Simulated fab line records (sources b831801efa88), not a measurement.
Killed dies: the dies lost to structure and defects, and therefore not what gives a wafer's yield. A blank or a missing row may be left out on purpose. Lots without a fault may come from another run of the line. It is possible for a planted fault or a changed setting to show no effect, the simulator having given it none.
Chamber matching + flow gf180mcu + 3 sister chambers for GF_V3_CVD_02 on pecvd-02
The step deposits SiO2 from TEOS, target thk 850 nm, time 94.851 s. 6 wafers are shown with their chamber, then 10 later ones without.

== EACH WAFER AND ITS CHAMBER ==
| wafer  | chamber | heaterPowerW (W) |
|--------|---------|------------------|
| L089.6 | 0       | 733              |
| L092.3 | 2       | 491              |
| L092.4 | 0       | 739              |
| L092.6 | 1       | 622              |
| L094.1 | 1       | 727              |
| L094.3 | 2       | 527              |

== WAFERS WHOSE CHAMBER IS MISSING ==
| wafer  | heaterPowerW (W) |
|--------|------------------|
| L094.6 | 749              |
| L095.3 | 700              |
| L095.5 | 750              |
| L095.6 | 751              |
| L096.2 | 731              |
| L096.3 | 455              |
| L096.5 | 605              |
| L097.1 | 564              |
| L097.3 | 702              |
| L097.5 | 722              |

== CHAMBER TAKEN BY EACH ==
| wafer  | from the rows above          | in truth |
|--------|------------------------------|----------|
| L094.6 | can't be placed: 0 or 1      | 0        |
| L095.3 | can't be placed: 1 or 0      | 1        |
| L095.5 | can't be placed: 0 or 1      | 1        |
| L095.6 | can't be placed: 0 or 1      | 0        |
| L096.2 | can't be placed: 0 or 1      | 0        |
| L096.3 | 2                            | 2        |
| L096.5 | can't be placed: 1 or 2 or 0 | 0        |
| L097.1 | can't be placed: 2 or 1      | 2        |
| L097.3 | can't be placed: 1 or 0      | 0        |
| L097.5 | can't be placed: 0 or 1      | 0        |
1 of 10 placed correctly. Cannot be placed on the basis of these rows: 9; the candidates contain the true chamber in 9. Wrongly placed: 0.
How it was worked out, from the rows above alone: a wafer's distance from a chamber is the root of the sum, over the readings, of the square of ((its reading less the chamber's mean) divided by the reading's scatter). The wafer belongs to the nearest chamber; if the next one is less than 2 further off, it can't be placed. The mean given for a chamber averages the wafers shown for that chamber. How the scatter is found: for the shown wafers, subtract from each reading the mean of its chamber, square and add these, divide the total by (wafers less chambers), then take the root.
